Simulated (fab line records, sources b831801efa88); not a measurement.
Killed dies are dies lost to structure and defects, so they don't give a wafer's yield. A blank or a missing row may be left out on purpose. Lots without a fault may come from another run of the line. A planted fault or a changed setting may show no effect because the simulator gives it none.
fab line records | flow sky130
record lots=6 wafers=18 last_day=49
route steps=708 shown METAL2@489 PAD_OPEN@708
lots that met no fault: from a run of the same line without faults
start_h: hours from the record's first day to the start of the lot's first wafer shown | wait_h: hours since the lot's step before | " the same as in the row above | L1.1+2: a row that stands for several wafers | - no value, or no start given | * or withheld: withheld | < > ~ a bound
route shown NAME@n: a module of which the file shows steps, and the number in the route of the first | usual: mean/standard deviation of fault-free wafers | same: alike in all rows | chamber/n: place in a boat | sites: the reading at each site | _std_site: their standard deviation | _edge_site: outer sites' mean less inner sites' | radius_mm: how far each site lies from the wafer's centre | mask NAME#n: copy n | behind: the tool/chamber that last shaped the wafer | hold: why the lot was held/for how many hours/how that ended | device: the transistor (n, p or np) that didn't switch | end of line: the same wafers' tests at the end of the route | a step without rows: its recipe alone | killed: dies lost to structure and defects at the first sort, not the wafer's yield | map: a wafer's dies, x killed, . not, _ none there
set.NAME: the setting as run; set.NAME@STEP: as run at that earlier step | model.NAME: the simulator's own value behind a step, which no gauge read
lots at some steps of the route; a table a step, a row a wafer
services: from which hour (start_h, from the record's first day; less than 0 if before it) a tool's chamber was out of use, for how many hours, and why
## steps
# step SKY_METAL2_THK_MEAS_06
# recipe thk_meas_gauge=xrf reads=AlCu_of_METAL2_SPUTTER_02
# usual METAL2_ALCU_THK=251.9/2.8
# columns lot.wafer tool chamber start_h wait_h METAL2_ALCU_THK[nm]
L961.1 film_metro-01 - 810.58 0.1 254.3
L961.3 " - " " 252.4
L961.4 " - " " 254.3
L965.1 film_metro-01 - 844.85 0.1 253.2
L965.2 " - " " 255.7
L965.4 " - " " 255.6
L966.3 film_metro-01 - 854.01 0.1 253.6
L966.4 " - " " 249.3
L966.6 " - " " 252.2
L973.1 film_metro-01 - 895.26 0.1 255.6
L973.4 " - " " 257.1
L973.6 " - " " 254.8
L975.2 film_metro-03 - 912.27 0.1 255.4
L975.3 " - " " 250.2
L975.6 " - " " 251.7
L980.2 film_metro-03 - 943.97 0.1 249.8
L980.3 " - " " 247.1
L980.6 " - " " 250.6
# step SKY_METAL2_DEHYDRATE_07
# recipe temp_c=200 time_s=60
# step SKY_METAL2_HMDS_08
# recipe prime_time_s=60 prime_temp_c=120
# step SKY_METAL2_COAT_09
# recipe resist=BARC temp_c=withheld time_s=withheld spin_rpm=3000 resist_thk_nm=60
# step SKY_METAL2_COAT_10
# recipe resist=KrF-thick spin_rpm=3000 resist_thk_nm=450
# step SKY_METAL2_SOFTBAKE_11
# recipe temp_c=100 time_s=90 resist=KrF-thick
# step SKY_METAL2_EXPOSE_12
# recipe mask_id=MM2 na=0.8 source_shape=annular sigma_inner=0.55 sigma_outer=0.85 target_cd_nm=140 dose_mj=28
# step SKY_METAL2_PEB_13
# recipe peb_temp_c=withheld peb_time_s=withheld resist=KrF-thick
# step SKY_METAL2_DEVELOP_14
# recipe develop_time_s=60 resist=KrF-thick dev_temp_c=21
# step SKY_METAL2_CD_MEAS_15
# recipe target_cd_nm=140
# usual cd_nm=139.7/1.8
# columns lot.wafer tool chamber start_h wait_h cd_nm
L961.1 cd_sem-02 - 836.57 - 141.8
L961.3 " - " " 140.2
L961.4 " - " " 140.3
L965.1 cd_sem-01 - 871.30 - 138.5
L965.2 " - " " 137.6
L965.4 " - " " 137.2
L966.3 cd_sem-02 - 879.75 - 138.1
L966.4 " - " " 140.1
L966.6 " - " " 141.7
L973.1 cd_sem-02 - 919.56 - 142.1
L973.4 " - " " 141.0
L973.6 " - " " 141.5
L975.2 cd_sem-01 - 937.13 - 139.5
L975.3 " - " " 137.8
L975.6 " - " " 139.0
L980.2 cd_sem-02 - 968.77 - 141.1
L980.3 " - " " 139.9
L980.6 " - " " 142.0
# step SKY_METAL2_OVL_MEAS_16
# usual METAL2_OVL=0/4.6
# columns lot.wafer tool chamber start_h wait_h METAL2_OVL[nm]
L961.1 overlay-01 - 836.69 0.1 2
L961.3 " - " " 3
L961.4 " - " " 7
L965.1 overlay-01 - 871.42 0.1 1
L965.2 " - " " -2
L965.4 " - " " -2
L966.3 overlay-01 - 879.84 0.1 2
L966.4 " - " " 5
L966.6 " - " " 1
L973.1 overlay-01 - 919.68 0.1 7
L973.4 " - " " 1
L973.6 " - " " 4
L975.2 overlay-01 - 937.26 0.1 -3
L975.3 " - " " 1
L975.6 " - " " -2
L980.2 overlay-02 - 968.87 0.1 4
L980.3 " - " " -2
L980.6 " - " " 8
# step SKY_METAL2_DESCUM_17
# recipe chemistry=O2 source_power_w=150 bias_power_w=0 pressure_mtorr=10 temp_c=40 time_s=8
# usual drypump_motor_current_A=5.7/0.44 he_backside_leak_sccm=3.18/0.22 oes_product_au=0.996/0.0082
# columns lot.wafer tool chamber start_h wait_h drypump_motor_current_A he_backside_leak_sccm oes_product_au rf_hours_counter_h
L961.1 rie_metal-04 0 836.73 0.0 5.1 3.01 0.998 8
L961.3 " 1 " " 5.7 3.11 0.998 -
L961.4 " 0 " " 5.1 3.03 0.995 -
L965.1 rie_metal-04 1 871.45 0.0 5.7 3.18 0.984 4
L965.2 " 0 " " 5.1 3.07 0.994 9
L965.4 " 1 " " 5.7 3.18 0.987 -
L966.3 rie_metal-04 0 879.88 0.0 5.1 3.15 0.990 -
L966.4 " 1 " " 5.7 3.02 0.996 -
L966.6 " 0 " " 5.1 3.13 0.992 -
L973.1 rie_metal-02 0 919.72 0.0 6.2 3.23 0.996 11
L973.4 " 1 " " 5.8 3.02 0.995 -
L973.6 " 1 " " 5.8 3.21 1.007 -
L975.2 rie_metal-04 1 937.29 0.0 5.7 3.22 0.985 8
L975.3 " 0 " " 5.1 3.19 0.983 -
L975.6 " 1 " " 5.7 2.93 0.989 -
L980.2 rie_metal-02 0 968.90 0.0 6.2 3.15 0.999 14
L980.3 " 1 " " 5.8 3.05 0.997 -
L980.6 " 1 " " 5.7 2.94 1.006 -
# step SKY_METAL2_ETCH_18
# recipe chemistry=N2/H2 target=BARC ion_energy_ev=200 bias_w=100 pressure_mtorr=30 n2_flow_sccm=100 h2_flow_sccm=200 icp_w=500 stop_on=SiO2 time_s=45.9 target_depth_a=600
# usual drypump_motor_current_A=5.7/0.44 h2_flow_sccm=199.9/0.59 he_backside_leak_sccm=3.18/0.15 oes_product_au=0.854/0.0045 throttle_valve_pct=13.225/0.0093
# columns lot.wafer tool chamber start_h wait_h drypump_motor_current_A h2_flow_sccm he_backside_leak_sccm oes_product_au rf_hours_counter_h throttle_valve_pct model.KrF-thick_of_METAL2_COAT_10.thk_nm model.etch.depth_nm model.METAL2.cd_nm
L961.1 rie_metal-04 0 836.76 0.0 5.1 199.2 3.12 0.855 8 13.226 393.4 59.93 142
L961.3 " 1 " " 5.7 200.1 3.16 0.851 - 13.239 392 59.73 139.1
L961.4 " 0 " " 5.1 198.9 3.17 0.862 - 13.243 394.8 59.88 140.8
L965.1 rie_metal-04 1 871.48 0.0 5.7 199.5 3.01 0.735 4 13.227 408 45.25 142.2
L965.2 " 0 " " 5.1 200.2 3.11 0.858 9 13.228 391.6 59.93 138.1
L965.4 " 1 " " 5.7 200.1 3.21 0.732 - 13.221 409.3 44.55 140.9
L966.3 rie_metal-04 0 879.92 0.0 5.1 200.8 3.05 0.849 - 13.226 394.5 59.78 139.6
L966.4 " 1 " " 5.7 200.0 3.10 0.729 - 13.209 411.7 44.11 143.6
L966.6 " 0 " " 5.1 201.1 3.15 0.861 - 13.209 394.7 59.96 142.6
L973.1 rie_metal-02 0 919.75 0.0 6.2 199.6 3.32 0.849 11 13.214 390.4 59.73 141.9
L973.4 " 1 " " 5.8 200.2 3.04 0.848 - 13.216 389.1 59.69 141.5
L973.6 " 1 " " 5.7 201.0 3.07 0.857 - 13.234 390 59.89 142
L975.2 rie_metal-04 1 937.32 0.0 5.7 198.9 2.85 0.854 8 13.226 392.1 59.88 139.6
L975.3 " 0 " " 5.1 199.7 3.05 0.856 - 13.245 393.6 59.95 138.5
L975.6 " 1 " " 5.7 198.0 2.78 0.852 - 13.216 393.9 59.72 139.2
L980.2 rie_metal-02 0 968.93 0.0 6.2 199.7 3.26 0.855 14 13.231 393.5 59.96 141.5
L980.3 " 1 " " 5.8 199.0 3.28 0.849 - 13.219 393.7 60.05 140.1
L980.6 " 1 " " 5.8 199.5 3.22 0.853 - 13.229 393.1 59.9 142.2
# step SKY_METAL2_METAL_ETCH_19
# recipe target_depth_a=3600 stop_on=SiO2 over_etch_frac=0.3 time_s=78 chemistry=Cl2/BCl3 resist_sidewall_deg=88 pressure_mtorr=10 icp_w=900 bias_w=48.5 Cl2_flow_sccm=60 bcl3_flow_sccm=30
# usual bcl3_flow_sccm=29.99/0.093 drypump_motor_current_A=5.7/0.44 he_backside_leak_sccm=3.20/0.29 oes_product_au=0.855/0.0056 throttle_valve_pct=22.264/0.0086
# columns lot.wafer tool chamber start_h wait_h bcl3_flow_sccm drypump_motor_current_A he_backside_leak_sccm oes_product_au rf_hours_counter_h throttle_valve_pct model.KrF-thick_of_METAL2_COAT_10.thk_nm model.METAL2.cd_nm
L961.1 rie_metal-04 0 836.82 0.0 30.03 5.1 2.96 0.862 8 22.263 160.6 141.7
L961.3 " 1 " " 30.16 5.7 2.91 0.859 - 22.272 163.5 140.6
L961.4 " 0 " " 30.03 5.1 3.04 0.861 - 22.271 164.9 141.2
L965.1 rie_metal-04 1 871.55 0.0 29.88 5.7 3.24 0.855 4 22.267 175.5 144.8
L965.2 " 0 " " 30.00 5.1 3.06 0.853 9 22.263 159 139.5
L965.4 " 1 " " 29.93 5.7 3.00 0.854 - 22.259 178.3 144.4
L966.3 rie_metal-04 0 879.99 0.1 29.94 5.1 3.05 0.849 - 22.266 164.9 141.2
L966.4 " 1 " " 29.90 5.7 3.19 0.850 - 22.275 181.9 144.8
L966.6 " 0 " " 30.07 5.1 3.08 0.853 - 22.265 163 144.8
L973.1 rie_metal-02 0 919.81 0.0 29.96 6.2 3.33 0.858 11 22.262 154.1 143.8
L973.4 " 1 " " 30.08 5.8 3.14 0.854 - 22.256 153.8 143.3
L973.6 " 1 " " 30.10 5.8 2.98 0.854 - 22.261 155.8 142.1
L975.2 rie_metal-04 1 937.39 0.0 29.94 5.7 3.19 0.854 8 22.271 162.5 140
L975.3 " 0 " " 30.04 5.1 3.21 0.857 - 22.248 163.7 138.3
L975.6 " 1 " " 29.97 5.7 3.12 0.860 - 22.261 162.4 140.5
L980.2 rie_metal-02 0 969.00 0.0 30.01 6.2 3.26 0.856 14 22.269 157.9 142.2
L980.3 " 1 " " 29.96 5.8 3.32 0.852 - 22.252 158.1 141.7
L980.6 " 1 " " 29.91 5.8 3.04 0.855 - 22.264 159 143.4
# step SKY_METAL2_STRIP_20
# recipe chemistry=O2/N2 power_w=1400 pressure_mtorr=1500 platen_temp_c=withheld o2_flow_sccm=3000 n2_flow_sccm=300 overash_fraction=0.5
# usual drypump_motor_current_A=5.3/0.51 oes_product_au=0.343/0.0043 strip_time_to_endpoint_s=2.70/0.038
# columns lot.wafer tool chamber start_h wait_h drypump_motor_current_A oes_product_au rf_hours_counter_h strip_time_to_endpoint_s
L961.1 plasma_asher-01 0 836.91 0.1 4.9 0.342 37 2.71
L961.3 " 1 " " 5.5 0.349 - 2.73
L961.4 " 0 " " 4.9 0.350 - 2.77
L965.1 plasma_asher-02 0 871.64 0.1 6.2 0.344 17 2.87
L965.2 " 1 " " 5.8 0.342 17 2.70
L965.4 " 0 " " 6.2 0.354 - 2.91
L966.3 plasma_asher-01 0 880.09 0.1 5.0 0.348 - 2.76
L966.4 " 1 " " 5.5 0.354 - 2.94
L966.6 " 0 " " 4.9 0.356 - 2.73
L973.1 plasma_asher-03 0 919.90 0.1 5.7 0.341 81 2.63
L973.4 " 1 " " 4.7 0.340 - 2.64
L973.6 " 1 " " 4.7 0.347 - 2.67
L975.2 plasma_asher-01 1 937.48 0.1 5.5 0.348 48 2.73
L975.3 " 1 " " 5.5 0.343 - 2.75
L975.6 " 0 " " 4.9 0.344 - 2.72
L980.2 plasma_asher-03 1 969.09 0.1 4.7 0.340 86 2.69
L980.3 " 1 " " 4.7 0.345 - 2.68
L980.6 " 1 " " 4.7 0.336 - 2.68
# step SKY_METAL2_STRIP_21
# recipe chemistry=post_etch_residue_remover time_s=1200 temp_c=72.5
# step SKY_PAD_OPEN_PROBE_99
# usual defect_limited_yield=82.6/1.9 killed_at_M0_to_M3=43/6.9 killed_at_M4_up=3.2/2 killed_at_contacts=25/5.1 killed_at_front_end=15/4.5 killed_at_other=0.2/0.51 killed_dies=85/9.5 killed_open=48/6.9 killed_short=38/6.7
# same gross_dies=492 killed_at_back_side=0
# columns lot.wafer tool chamber start_h wait_h defect_limited_yield[%] killed_at_M0_to_M3 killed_at_M4_up killed_at_contacts killed_at_front_end killed_at_other killed_dies killed_open killed_short model.etest.tester.sort_n_pass model.etest.tester.sort_bin_3_pct model.etest.tester.sort_yield_pct model.etest.licon_high_po.short model.etest.met4_comb.over_limit model.etest.cap_mim.short model.etest.via1_chain.short model.etest.pfet_01v8_lvt.over_limit
L961.1 prober-02 - 1087.82 0.1 87.4 33 1 18 10 0 62 38 24 430 0.4065 87.4 0 0 0 0 0
L961.3 prober-02 - 1087.92 0.2 85.2 30 4 22 17 0 73 42 31 419 1.016 85.16 0 0 0 0 0
L961.4 prober-02 - 1087.97 0.2 82.3 44 2 27 14 0 87 42 45 405 1.626 82.32 0 0 0 0 0
L965.1 prober-02 - 1117.66 0.1 84.6 39 1 17 19 0 76 44 32 3 84.55 0.6098 1 1 1 1 1
L965.2 prober-02 - 1117.71 0.1 81.1 42 9 25 16 1 93 41 52 399 0.813 81.1 0 0 0 0 0
L965.4 prober-02 - 1117.81 0.2 79.9 40 3 30 26 0 99 55 44 2 80.28 0.4065 1 1 1 1 1
L966.3 prober-01 - 1123.11 0.2 80.9 47 2 27 18 0 94 59 35 398 0.4065 80.89 0 0 0 0 0
L966.4 prober-01 - 1123.16 0.2 82.9 46 3 24 11 0 84 48 36 1 83.54 0.2033 1 1 1 1 1
L966.6 prober-01 - 1123.26 0.2 82.1 53 1 15 19 0 88 49 39 404 1.016 82.11 0 0 0 0 0
L973.1 prober-02 - 1152.47 0.1 84.6 36 4 25 11 0 76 43 33 416 1.423 84.55 0 0 0 0 0
L973.4 prober-02 - 1152.62 0.2 82.1 49 2 27 10 0 88 49 39 404 0 82.11 0 0 0 0 0
L973.6 prober-02 - 1152.72 0.2 78.9 65 1 24 13 1 104 62 42 388 1.626 78.86 0 0 0 0 0
L975.2 prober-02 - 1165.52 0.1 81.5 39 1 36 15 0 91 51 40 401 0.2033 81.5 0 0 0 0 0
L975.3 prober-02 - 1165.57 0.2 81.1 46 2 27 18 0 93 54 39 399 0.813 81.1 0 0 0 0 0
L975.6 prober-02 - 1165.72 0.2 79.7 52 5 26 17 0 100 58 42 392 1.22 79.67 0 0 0 0 0
L980.2 prober-01 - 1187.33 0.1 81.1 45 2 29 17 0 93 54 39 399 0 81.1 0 0 0 0 0
L980.3 prober-01 - 1187.38 0.2 82.9 35 3 26 20 0 84 51 33 408 0.4065 82.93 0 0 0 0 0
L980.6 prober-01 - 1187.53 0.2 82.3 48 3 28 8 0 87 46 41 405 0.813 82.32 0 0 0 0 0
# killed by level:class
L961.1 CONTACT:geometric_particle:open=9 VIA2:geometric_particle:open=9 FIELD_ISO:geometric_particle:open=4 METAL1:geometric_particle:short=4 VIA1:geometric_particle:open=4 METAL2:geometric_particle:open=4 VIA3:geometric_particle:open=4 LI_CONTACT:geometric_particle:short=3
L961.3 CONTACT:geometric_particle:open=11 VIA3:geometric_particle:open=9 VIA2:geometric_particle:open=6 FIELD_ISO:geometric_particle:short=5 VIA1:geometric_particle:open=5 POLY_GATE:geometric_particle:short=4 LI_CONTACT:geometric_particle:short=3 LI_CONTACT:geometric_particle:open=3
L961.4 CONTACT:geometric_particle:open=9 METAL1:geometric_particle:short=9 VIA1:geometric_particle:open=7 VIA3:geometric_particle:open=6 VIA2:geometric_particle:open=6 FIELD_ISO:geometric_particle:short=5 POLY_GATE:geometric_particle:short=5 LI_CONTACT:geometric_particle:open=5
L965.1 VIA1:geometric_particle:open=8 METAL2:geometric_particle:short=8 LI_CONTACT:geometric_particle:open=6 VIA2:geometric_particle:open=6 CONTACT:geometric_particle:short=5 POLY_GATE:geometric_particle:open=4 VIA3:geometric_particle:open=4 CONTACT:geometric_particle:open=4
L965.2 VIA1:geometric_particle:open=10 CONTACT:geometric_particle:short=8 CONTACT:geometric_particle:open=8 VIA2:geometric_particle:open=6 METAL4:geometric_particle:short=6 VIA1:geometric_particle:short=5 POLY_GATE:geometric_particle:short=5 LI_CONTACT:geometric_particle:open=5
L965.4 FIELD_ISO:geometric_particle:open=15 CONTACT:geometric_particle:open=11 VIA1:geometric_particle:open=9 FIELD_ISO:geometric_particle:short=6 VIA1:geometric_particle:short=6 LI_CONTACT:geometric_particle:open=5 CONTACT:geometric_particle:short=5 VIA3:geometric_particle:open=5
L966.3 VIA1:geometric_particle:open=13 LI_CONTACT:geometric_particle:open=9 CONTACT:geometric_particle:open=9 POLY_GATE:geometric_particle:open=6 VIA2:geometric_particle:open=6 FIELD_ISO:geometric_particle:open=5 VIA3:geometric_particle:open=5 LOCAL_INTERCONNECT:geometric_particle:short=4
L966.4 VIA1:geometric_particle:open=10 VIA3:geometric_particle:open=9 CONTACT:geometric_particle:open=8 LI_CONTACT:geometric_particle:open=8 CONTACT:geometric_particle:short=7 METAL1:geometric_particle:short=6 VIA2:geometric_particle:open=6 VIA1:geometric_particle:short=4
L966.6 VIA3:geometric_particle:open=12 CONTACT:geometric_particle:open=9 METAL2:geometric_particle:short=9 VIA1:geometric_particle:open=8 FIELD_ISO:geometric_particle:short=7 METAL1:geometric_particle:short=6 VIA2:geometric_particle:open=6 FIELD_ISO:geometric_particle:open=4
L973.1 VIA1:geometric_particle:open=10 LI_CONTACT:geometric_particle:open=8 CONTACT:geometric_particle:open=8 VIA1:geometric_particle:short=8 VIA3:geometric_particle:open=5 FIELD_ISO:geometric_particle:open=4 POLY_GATE:geometric_particle:short=4 METAL2:geometric_particle:short=4
L973.4 VIA1:geometric_particle:open=14 CONTACT:geometric_particle:open=11 VIA1:geometric_particle:short=9 VIA2:geometric_particle:open=8 LI_CONTACT:geometric_particle:open=5 LOCAL_INTERCONNECT:geometric_particle:short=5 VIA3:geometric_particle:open=5 CONTACT:geometric_particle:short=4
L973.6 VIA1:geometric_particle:open=21 VIA3:geometric_particle:open=11 METAL1:geometric_particle:short=8 LI_CONTACT:geometric_particle:open=8 VIA1:geometric_particle:short=8 VIA2:geometric_particle:open=6 CONTACT:geometric_particle:open=6 LOCAL_INTERCONNECT:geometric_particle:short=5
L975.2 VIA1:geometric_particle:open=10 LI_CONTACT:geometric_particle:open=9 LOCAL_INTERCONNECT:geometric_particle:short=9 CONTACT:geometric_particle:open=8 FIELD_ISO:geometric_particle:open=5 LI_CONTACT:geometric_particle:short=5 VIA2:geometric_particle:open=5 METAL1:geometric_particle:short=4
L975.3 VIA1:geometric_particle:open=13 FIELD_ISO:geometric_particle:open=10 CONTACT:geometric_particle:open=7 LI_CONTACT:geometric_particle:open=7 CONTACT:geometric_particle:short=7 VIA1:geometric_particle:short=5 METAL2:geometric_particle:short=5 VIA3:geometric_particle:open=5
L975.6 VIA1:geometric_particle:open=16 CONTACT:geometric_particle:open=10 POLY_GATE:geometric_particle:open=7 LI_CONTACT:geometric_particle:open=7 METAL2:geometric_particle:short=7 METAL1:geometric_particle:short=6 VIA1:geometric_particle:short=6 VIA3:geometric_particle:open=5
L980.2 LI_CONTACT:geometric_particle:open=10 VIA1:geometric_particle:open=9 VIA2:geometric_particle:open=8 METAL2:geometric_particle:short=7 VIA3:geometric_particle:open=7 CONTACT:geometric_particle:short=6 CONTACT:geometric_particle:open=6 POLY_GATE:geometric_particle:open=5
L980.3 CONTACT:geometric_particle:open=11 LI_CONTACT:geometric_particle:open=7 FIELD_ISO:geometric_particle:open=5 POLY_GATE:geometric_particle:short=5 METAL2:geometric_particle:open=5 VIA1:geometric_particle:open=5 VIA2:geometric_particle:short=5 VIA2:geometric_particle:open=5
L980.6 VIA3:geometric_particle:open=10 CONTACT:geometric_particle:open=9 VIA2:geometric_particle:open=9 METAL3:geometric_particle:short=7 CONTACT:geometric_particle:short=7 LI_CONTACT:geometric_particle:open=5 METAL1:geometric_particle:short=5 VIA1:geometric_particle:open=5
## services
# columns tool chamber start_h hours kind
rie_metal-02 - 824.98 2.8 pm
rie_metal-02 - 831.19 0.7 repair
plasma_asher-02 - 849.75 0.4 repair
plasma_asher-01 - 866.85 5.1 repair
plasma_asher-02 - 888.90 4.2 repair
plasma_asher-01 - 913.97 2.1 repair
plasma_asher-02 - 916.39 10.0 pm
plasma_asher-03 - 964.60 3.2 repair
## key
first_sign step=SKY_METAL2_ETCH_18 reading=oes_product_au direction=down sigmas=27 usual=0.854 struck=0.732
effect step=SKY_METAL2_STRIP_20 reading=strip_time_to_endpoint_s direction=up sigmas=5.4 usual=* struck=*
model_effect step=SKY_METAL2_ETCH_18 value=KrF-thick_of_METAL2_COAT_10.thk_nm without=392.1 struck=409.7
model_effect step=SKY_METAL2_METAL_ETCH_19 value=KrF-thick_of_METAL2_COAT_10.thk_nm without=161 struck=178.6
model_effect step=SKY_PAD_OPEN_PROBE_99 value=etest.tester.sort_n_pass without=405.7 struck=2
met_at SKY_METAL2_ETCH_18
struck_wafers L965.1,L965.4,L966.4
onset_between 836.76 871.48
fault kind=process_parameter_drift tool=rie_metal-04 chamber=1 onset_h=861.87 steps=SKY_METAL2_ETCH_18 channel=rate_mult offset=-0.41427 shape=step end_h=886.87
